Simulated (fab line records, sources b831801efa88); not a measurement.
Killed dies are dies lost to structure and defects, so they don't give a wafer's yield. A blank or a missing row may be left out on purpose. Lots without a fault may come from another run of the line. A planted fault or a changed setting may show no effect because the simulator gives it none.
Which tool did it? | flow gf180mcu | 7 lots, 21 wafers sampled, at 2 steps of a route of 602

WHAT THE GAUGES READ, wafer by wafer
GF_V5_BOW_MEAS_05.
lot  | measured     | on            | V5_BOW (um)
L482 | day 26 23:17 | film_metro-01 | 138 124 138
L484 | day 27 20:37 | film_metro-01 | 124 126 122
L487 | day 28 23:55 | film_metro-01 | 127 133 139
L489 | day 29 16:51 | film_metro-01 | 133 134 119
L491 | day 30 02:44 | film_metro-01 | 133 133 132
L493 | day 30 17:04 | film_metro-01 | 124 125 131
L500 | day 32 08:11 | film_metro-01 | 124 121 124

WHICH TOOL RAN EACH LOT (tool, then ch and the chambers of the sampled wafers, then the start)
lot  | GF_MIM_SPUTTER_00
L482 | pvd_sputter-02, day 25 03:09
L484 | pvd_sputter-03, day 26 00:55
L487 | pvd_sputter-03, day 27 06:15
L489 | pvd_sputter-02, day 28 00:26
L491 | pvd_sputter-03, day 28 11:16
L493 | pvd_sputter-03, day 29 01:23
L500 | pvd_sputter-01, day 30 19:34
- GF_MIM_SPUTTER_00: material Ti, target thk 37.5 nm, time 150 s.

THE ANSWER, worked out from the rows above alone
Rule: what is usual is taken from the lots themselves. Put in order of their means at a reading, lots are off if they are a third of the lots or fewer, leave a main group of 4 or more, and stand apart from it by a gap of 3 or more times the standard deviation of the main group's means; of several such gaps the widest counts. A main group whose means are all the same, to the digits that the tables above print for the reading, isn't used. A lot without any number at a reading at which 4 lots or more have one is off too. The other lots that the step has rows for count as sound.
No lot is off at any reading shown: from this, nothing can be told.

WHAT THE SIMULATOR HAD PUT IN
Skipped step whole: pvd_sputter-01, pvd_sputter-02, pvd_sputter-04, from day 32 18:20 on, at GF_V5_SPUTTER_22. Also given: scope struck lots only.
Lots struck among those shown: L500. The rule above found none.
